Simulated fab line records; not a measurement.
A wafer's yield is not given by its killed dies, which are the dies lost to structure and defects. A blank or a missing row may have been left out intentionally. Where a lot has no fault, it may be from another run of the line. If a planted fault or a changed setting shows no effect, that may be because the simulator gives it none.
fab line records ; flow sfq-line
record lots=6; wafers=18; last-day=90
route steps=325 shown I7@309 M8@311
lots untouched by any fault: they come from a run of this same line in which no faults occurred
start-h: start of the lot's first displayed wafer, in hours after the record's first day ; wait-h: how many hours have passed since the lot's step before this one ; " as in the row above ; L1.1+2: a single row standing in for several wafers ; - no value, or no start was given ; * or withheld: withheld ; < > ~ a bound
route shown NAME@n: a module of which the file shows steps, and the number in the route of the first ; usual: mean and standard deviation over wafers with no fault ; same: alike in all rows ; chamber/n: place in a boat ; sites: each site's reading ; _std_site: their standard deviation ; _edge_site: the outer-site mean with the inner-site mean subtracted ; radius-mm: for every site, how far away it sits from the centre of the wafer ; mask NAME#n: copy n ; behind: the most recent tool/chamber to have shaped the wafer ; hold: cause of the lot's hold/its duration in hours/its outcome ; device: whichever transistor did not switch (one of n, p or np) ; end of line: the tests these same wafers got at the end of their route ; where a step has no rows: the recipe by itself ; killed: not the wafer's yield, but the dies lost to structure and defects at the first sort ; map: shows each die of a wafer: x if killed, . if not, _ if none is there
set.NAME: the setting the step ran with; set.NAME@STEP: the setting that earlier step ran with ; model.NAME: the simulator's own value behind a step, which no gauge read
lots at selected steps of the route; one table per step, one row per wafer
services: a tool's chamber out of use, with start hour (start-h, from the record's first day; less than 0 if before it), hours out, and reason
## steps
# step SFQ_TRILAYER_I7_VIA_STRIP_STRIP_191
# recipe gas=O2; power-w=200; platen-temp-c=40; overash-fraction=0.65; chemistry=O2; pressure-mtorr=50
# usual drypump-motor-current-A=5.5/0.59; he-backside-leak-sccm=3.5/0.33; oes-product-au=0.998/0.0089
lot.wafer;tool;chamber;start-h;wait-h;drypump-motor-current-A;he-backside-leak-sccm;oes-product-au;rf-hours-counter-h
L231.1;rie-metal-03;1;1789.05;-;5.3;3.8;1.000;38
L231.2;rie-metal-03;0;1789.05;-;5.1;3.7;1.006;57
L231.5;rie-metal-03;0;1789.05;-;5.1;3.8;1.015;-
L241.1;rie-metal-03;1;1908.65;-;5.3;3.4;0.996;59
L241.2;rie-metal-03;0;1908.65;-;5.1;3.7;1.025;77
L241.4;rie-metal-03;0;1908.65;-;5.1;3.7;1.011;-
L243.1;rie-metal-03;0;1915.85;-;5.1;3.5;1.009;79
L243.5;rie-metal-03;0;1915.85;-;5.1;3.6;1.004;-
L243.6;rie-metal-03;1;1915.85;-;5.3;3.3;0.993;-
L248.2;rie-metal-02;1;2014.19;-;5.8;3.6;0.995;69
L248.3;rie-metal-02;0;2014.19;-;5.0;3.4;0.992;-
L248.5;rie-metal-02;1;2014.19;-;5.7;3.8;1.003;-
L249.2;rie-metal-01;0;2056.54;-;5.1;3.7;0.993;94
L249.3;rie-metal-01;1;2056.54;-;6.7;3.2;0.989;-
L249.6;rie-metal-01;1;2056.54;-;6.6;3.2;1.000;-
L253.1;rie-metal-01;0;2074.54;-;5.1;3.5;0.993;95
L253.3;rie-metal-01;1;2074.54;-;6.6;3.2;0.984;-
L253.6;rie-metal-01;1;2074.54;-;6.7;3.3;0.990;-
# step SFQ_TRILAYER_I7_VIA_STRIP_SOLV_CLEAN_192
# recipe chemistry=NMP; temp-c=70; time-s=600
# step SFQ_TRILAYER_M8_LITHO_LOR_COAT_197
# recipe resist=lift-off; spin-rpm=3000
# step SFQ_TRILAYER_M8_LITHO_LOR_BAKE_198
# recipe resist=lift-off; temp-c=withheld; time-s=withheld
# step SFQ_TRILAYER_M8_LITHO_COAT_193
# recipe resist=KrF; spin-rpm=3000; resist-thk-nm=600
# step SFQ_TRILAYER_M8_LITHO_SOFTBAKE_199
# recipe temp-c=withheld; time-s=withheld; resist=KrF
# step SFQ_TRILAYER_M8_LITHO_EXPOSE_194
# recipe mask-id=M8; na=0.6; source-shape=conventional; sigma-outer=0.65; target-cd-nm=2000; dose-mj=14.4
# step SFQ_TRILAYER_M8_LITHO_PEB_196
# recipe peb-temp-c=115; peb-time-s=60; resist=KrF
# step SFQ_TRILAYER_M8_LITHO_DEVELOP_195
# recipe img-clear-s=15; time-s=55; resist=KrF
# step SFQ_M8_OVL_MEAS_948
# usual M8_OVL=0/5.8
lot.wafer;tool;chamber;start-h;wait-h;M8_OVL[nm]
L231.1;overlay-02;-;1799.66;0.1;9
L231.2;overlay-02;-;1799.66;0.1;9
L231.5;overlay-02;-;1799.66;0.1;4
L241.1;overlay-02;-;1969.18;0.1;5
L241.2;overlay-02;-;1969.18;0.1;3
L241.4;overlay-02;-;1969.18;0.1;-4
L243.1;overlay-02;-;1981.90;0.1;1
L243.5;overlay-02;-;1981.90;0.1;8
L243.6;overlay-02;-;1981.90;0.1;-6
L248.2;overlay-01;-;2099.00;0.1;-3
L248.3;overlay-01;-;2099.00;0.1;-8
L248.5;overlay-01;-;2099.00;0.1;-7
L249.2;overlay-02;-;2141.00;0.1;9
L249.3;overlay-02;-;2141.00;0.1;3
L249.6;overlay-02;-;2141.00;0.1;5
L253.1;overlay-02;-;2159.00;0.1;2
L253.3;overlay-02;-;2159.00;0.1;-1
L253.6;overlay-02;-;2159.00;0.1;2
# step SFQ_TRILAYER_M8_DEP_EVAP_197
# recipe material=Ti; angular-spread-deg=1; target-thk-nm=20; time-s=100; power-w=2000
# step SFQ_TRILAYER_M8_DEP_EVAP_198
# recipe material=Pt; angular-spread-deg=1; target-thk-nm=50; time-s=250; power-w=2000
# step SFQ_TRILAYER_M8_DEP_EVAP_196
# recipe material=Au; angular-spread-deg=1; target-thk-nm=180; time-s=900; power-w=2000
lot.wafer;tool;chamber;start-h;wait-h;model.Au_of_TRILAYER_M8_DEP_EVAP_196.thk-nm
L231.1;pvd-sputter-02;-;1799.92;0.1;178.6
L231.2;pvd-sputter-02;-;1799.92;0.1;179.6
L231.5;pvd-sputter-02;-;1799.92;0.1;180.8
L241.1;pvd-sputter-01;-;1969.45;0.1;183.6
L241.2;pvd-sputter-01;-;1969.45;0.1;185.3
L241.4;pvd-sputter-01;-;1969.45;0.1;179.3
L243.1;pvd-sputter-01;-;1982.16;0.1;183.3
L243.5;pvd-sputter-01;-;1982.16;0.1;185.5
L243.6;pvd-sputter-01;-;1982.16;0.1;186.8
L248.2;pvd-sputter-02;-;2099.26;0.1;179.6
L248.3;pvd-sputter-02;-;2099.26;0.1;178
L248.5;pvd-sputter-02;-;2099.26;0.1;180.2
L249.2;pvd-sputter-01;-;2141.26;0.1;182.8
L249.3;pvd-sputter-01;-;2141.26;0.1;183
L249.6;pvd-sputter-01;-;2141.26;0.1;180.5
L253.1;pvd-sputter-01;-;2159.26;0.1;182.6
L253.3;pvd-sputter-01;-;2159.26;0.1;180.4
L253.6;pvd-sputter-01;-;2159.26;0.1;181.3
# step SFQ_M8_RS_MEAS_949
# recipe thk-meas-gauge=four-point-probe; reads=Au_of_TRILAYER_M8_DEP_EVAP_196+Pt_of_TRILAYER_M8_DEP_EVAP_198+Ti_of_TRILAYER_M8_DEP_EVAP_197
# usual M8_AU_RS=0.1538/0.0017
lot.wafer;tool;chamber;start-h;wait-h;M8_AU_RS[ohm/sq]
L231.1;film-metro-02;-;1800.44;0.3;0.1546
L231.2;film-metro-02;-;1800.44;0.3;0.1535
L231.5;film-metro-02;-;1800.44;0.3;0.1524
L241.1;film-metro-02;-;1969.96;0.3;0.1501
L241.2;film-metro-02;-;1969.96;0.3;0.1488
L241.4;film-metro-02;-;1969.96;0.3;0.1538
L243.1;film-metro-01;-;1982.68;0.3;0.1513
L243.5;film-metro-01;-;1982.68;0.3;0.1491
L243.6;film-metro-01;-;1982.68;0.3;0.1481
L248.2;film-metro-03;-;2099.80;0.3;0.1538
L248.3;film-metro-03;-;2099.80;0.3;0.1555
L248.5;film-metro-03;-;2099.80;0.3;0.1539
L249.2;film-metro-03;-;2141.80;0.3;0.1512
L249.3;film-metro-03;-;2141.80;0.3;0.1515
L249.6;film-metro-03;-;2141.80;0.3;0.1537
L253.1;film-metro-03;-;2159.78;0.3;0.1515
L253.3;film-metro-03;-;2159.78;0.3;0.1533
L253.6;film-metro-03;-;2159.78;0.3;0.1528
# step SFQ_M8_THK_MEAS_950
# recipe thk-meas-gauge=xrf; reads=Au_of_TRILAYER_M8_DEP_EVAP_196
# usual M8_AU_THK=176.9/1.9
lot.wafer;tool;chamber;start-h;wait-h;M8_AU_THK[nm]
L231.1;film-metro-02;-;1800.56;0.1;175.7
L231.2;film-metro-02;-;1800.56;0.1;177.0
L231.5;film-metro-02;-;1800.56;0.1;177.5
L241.1;film-metro-02;-;1970.08;0.1;180.3
L241.2;film-metro-02;-;1970.08;0.1;181.5
L241.4;film-metro-02;-;1970.08;0.1;176.2
L243.1;film-metro-01;-;1982.80;0.1;181.4
L243.5;film-metro-01;-;1982.80;0.1;182.4
L243.6;film-metro-01;-;1982.80;0.1;183.2
L248.2;film-metro-03;-;2099.91;0.1;176.2
L248.3;film-metro-03;-;2099.91;0.1;174.9
L248.5;film-metro-03;-;2099.91;0.1;175.9
L249.2;film-metro-03;-;2141.91;0.1;178.6
L249.3;film-metro-03;-;2141.91;0.1;179.4
L249.6;film-metro-03;-;2141.91;0.1;176.4
L253.1;film-metro-03;-;2159.90;0.1;179.4
L253.3;film-metro-03;-;2159.90;0.1;176.6
L253.6;film-metro-03;-;2159.90;0.1;177.6
# step SFQ_TRILAYER_M8_LIFTOFF_LIFTOFF_197
# recipe temp-c=80; time-s=600; chemistry=NMP
# step SFQ_M8_BOW_MEAS_951
# recipe mode=bow
# usual M8_BOW=6/12
lot.wafer;tool;chamber;start-h;wait-h;M8_BOW[um];model.etest.m8.ohm-sq
L231.1;film-metro-03;-;1800.79;0.0;12;0.1549
L231.2;film-metro-03;-;1800.79;0.0;15;0.154
L231.5;film-metro-03;-;1800.79;0.0;8;0.153
L241.1;film-metro-03;-;1970.32;0.0;9;0.1507
L241.2;film-metro-03;-;1970.32;0.0;1;0.1493
L241.4;film-metro-03;-;1970.32;0.0;17;0.1543
L243.1;film-metro-02;-;1983.03;0.0;-16;0.1509
L243.5;film-metro-02;-;1983.03;0.0;-21;0.1491
L243.6;film-metro-02;-;1983.03;0.0;-1;0.1481
L248.2;film-metro-01;-;2100.15;0.0;29;0.154
L248.3;film-metro-01;-;2100.15;0.0;35;0.1554
L248.5;film-metro-01;-;2100.15;0.0;20;0.1535
L249.2;film-metro-02;-;2142.15;0.0;1;0.1513
L249.3;film-metro-02;-;2142.15;0.0;14;0.1511
L249.6;film-metro-02;-;2142.15;0.0;16;0.1533
L253.1;film-metro-03;-;2160.13;0.0;11;0.1514
L253.3;film-metro-03;-;2160.13;0.0;21;0.1533
L253.6;film-metro-03;-;2160.13;0.0;-3;0.1526
## services
tool;chamber;start-h;hours;kind
pvd-sputter-01;-;1785.13;5.8;repair
pvd-sputter-01;3;1792.11;-;consumable-replace:kit
pvd-sputter-01;3;1792.11;18.0;scheduled-down
pvd-sputter-01;3;1792.11;18.0;vent-cycle
rie-metal-01;-;1794.11;2.8;pm
pvd-sputter-01;-;1804.43;1.0;repair
rie-metal-03;-;1809.94;2.5;repair
pvd-sputter-02;-;1828.46;0.6;repair
rie-metal-02;-;1842.32;2.8;pm
pvd-sputter-02;-;1958.85;10.7;repair
rie-metal-01;-;1964.43;0.2;repair
pvd-sputter-01;-;1987.03;4.3;repair
pvd-sputter-01;-;1996.29;2.2;repair
pvd-sputter-01;-;2024.68;1.3;repair
rie-metal-03;-;2041.57;15.6;pm
rie-metal-03;0;2072.57;18.7;repair
pvd-sputter-02;-;2090.73;2.1;repair
pvd-sputter-02;3;2126.88;-;consumable-replace:kit
pvd-sputter-02;3;2126.88;18.0;scheduled-down
pvd-sputter-02;3;2126.88;18.0;vent-cycle
pvd-sputter-02;-;2136.67;1.0;repair
rie-metal-03;-;2146.35;0.5;repair
## key
first-sign none at tools or gauges
model-effect step=SFQ_TRILAYER_M8_DEP_EVAP_196; value=Au_of_TRILAYER_M8_DEP_EVAP_196.thk-nm; without=182.7; struck=186
model-effect step=SFQ_M8_BOW_MEAS_951; value=etest.m8.ohm-sq; without=0.1513; struck=0.1487
met-at SFQ_TRILAYER_M8_DEP_EVAP_196
struck-wafers L241.2,L243.6
fault kind=process-parameter-drift; tool=pvd-sputter-01; chamber=-; onset-h=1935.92; steps=SFQ_TRILAYER_M8_DEP_EVAP_196; channel=target-thk-nm; offset=3.3146; shape=step; end-h=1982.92; scope=struck-wafers-only; acts-in=these-recipes-only; stated=180
